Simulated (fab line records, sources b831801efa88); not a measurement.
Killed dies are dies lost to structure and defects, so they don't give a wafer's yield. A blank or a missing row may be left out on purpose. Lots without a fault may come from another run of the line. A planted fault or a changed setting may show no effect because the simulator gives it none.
One fault seen from 2 desks | flow sky130 | each desk has only its own numbers; what lay behind them comes last

THE TOOL OWNER'S DESK: litho_track-01
The tool's own readings at SKY_VT_ADJUST_LVTN_DEVELOP_17 (develop time 60 s): means of the sampled wafers that have a number, for each lot that ran on this tool. A lot is out of limits, marked OUT, if its mean lies more than 4 standard deviations from the usual mean; the brackets give that distance.
Columns: A = developer_temp_C at SKY_VT_ADJUST_LVTN_DEVELOP_17, usual 23.02 C
lot  | first seen here | A
L648 | day 10 22:25    | 23.03
L649 | day 11 06:30    | 22.83
L656 | day 13 01:12    | 25.20 (+23) OUT
L657 | day 13 11:10    | 25.35 (+25) OUT
This desk's finding: out of limits on L656, L657; first on L656, day 13 01:12 (developer_temp_C at SKY_VT_ADJUST_LVTN_DEVELOP_17). In limits: L648, L649.

THE METROLOGY DESK
What the gauges read, lot by lot, whatever tool the lot ran on: means of the sampled wafers that have a number. A lot is out of limits, marked OUT, if its mean lies more than 4 standard deviations from the usual mean; the brackets give that distance.
Columns: A = VT_ADJUST_NCORE_OVL at SKY_VT_ADJUST_NCORE_OVL_MEAS_08, usual 0.6 nm
lot  | first seen here | A
L638 | day 8 23:12     | -0.7
L639 | day 9 06:08     | -0.4
L641 | day 9 21:53     | 0.8
L642 | day 10 08:32    | -0.5
L644 | day 10 20:20    | -0.2
L647 | day 11 12:32    | 2.1
L648 | day 11 22:41    | 0.7
L649 | day 12 06:56    | 1.3
L654 | day 13 17:38    | -1.5
L656 | day 14 03:47    | 0.8
L657 | day 14 14:29    | 0.1
L658 | day 14 19:01    | 0.4
L660 | day 15 11:12    | 0.5
This desk's finding: nothing out of limits on any of the 13 lots.

PUT TOGETHER
The tool owner's desk could have raised an alarm at day 13 01:12, on L656, L657.
The metrology desk saw nothing out of limits.
The metrology desk has L656, L657 on record, within its limits.
Of the lots named, all ran SKY_VT_ADJUST_LVTN_DEVELOP_17 on litho_track-01.

WHAT THE SIMULATOR HAD PUT IN
Process parameter drift: litho_track-01, from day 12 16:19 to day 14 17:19, at SKY_VT_ADJUST_LVTN_DEVELOP_17. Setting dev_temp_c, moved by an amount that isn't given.
Lots struck among those shown: L656, L657.
Hours from the fault's start to each desk's first reading out of limits: the tool owner's desk, 9.
